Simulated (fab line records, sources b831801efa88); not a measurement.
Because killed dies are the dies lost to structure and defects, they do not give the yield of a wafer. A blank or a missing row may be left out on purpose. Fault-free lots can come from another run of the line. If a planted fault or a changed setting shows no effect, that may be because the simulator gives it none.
What tool caused it? + flow gf180mcu + 6 lots with 18 wafers sampled at 2 steps, on a route of 602 steps

== WHAT THE GAUGES READ, wafer by wafer ==
GF_PASSIVATION_THK_MEAS_03.
| lot  | measured     | on            | PASSIVATION_CVD_02_THK (nm) |
|------|--------------|---------------|-----------------------------|
| L963 | day 29 02:02 | film-metro-02 | 700 711 708                 |
| L966 | day 30 02:12 | film-metro-02 | 682 699 705                 |
| L970 | day 31 04:36 | film-metro-04 | 680 693 706                 |
| L974 | day 32 06:36 | film-metro-02 | 694 691 696                 |
| L980 | day 33 17:58 | film-metro-02 | 686 709 705                 |
| L983 | day 34 07:07 | film-metro-02 | 710 710 705                 |

== WHAT TOOL EACH LOT RAN ON (gives the tool, then ch and the chambers of the sampled wafers, and finally the start) ==
| lot  | GF_TOP_METAL_SPUTTER_04      |
|------|------------------------------|
| L963 | pvd-sputter-02, day 28 05:20 |
| L966 | pvd-sputter-01, day 29 05:31 |
| L970 | pvd-sputter-01, day 30 09:05 |
| L974 | pvd-sputter-03, day 31 12:32 |
| L980 | pvd-sputter-02, day 33 01:29 |
| L983 | pvd-sputter-03, day 33 14:52 |
- GF_TOP_METAL_SPUTTER_04: material TiN, target thk 25 nm, time 20.8 s.

== THE ANSWER, worked out from the rows above alone ==
Rule: usual is defined by the lots themselves. The widest of any qualifying gaps counts: lots, ordered by their means at a reading, are off when they make up no more than a third of the lots, leave a main group of 4 or more, and stand apart from it by 3 or more times the standard deviation of that group's means. Not used: any main group whose means are identical at the precision the tables above print for the reading. A lot without any number at a reading at which 4 lots or more have one is off too. The other lots that the step has rows for count as sound.
Nothing can be told from this: no lot is off at any reading shown.

== WHAT THE SIMULATOR HAD INSERTED ==
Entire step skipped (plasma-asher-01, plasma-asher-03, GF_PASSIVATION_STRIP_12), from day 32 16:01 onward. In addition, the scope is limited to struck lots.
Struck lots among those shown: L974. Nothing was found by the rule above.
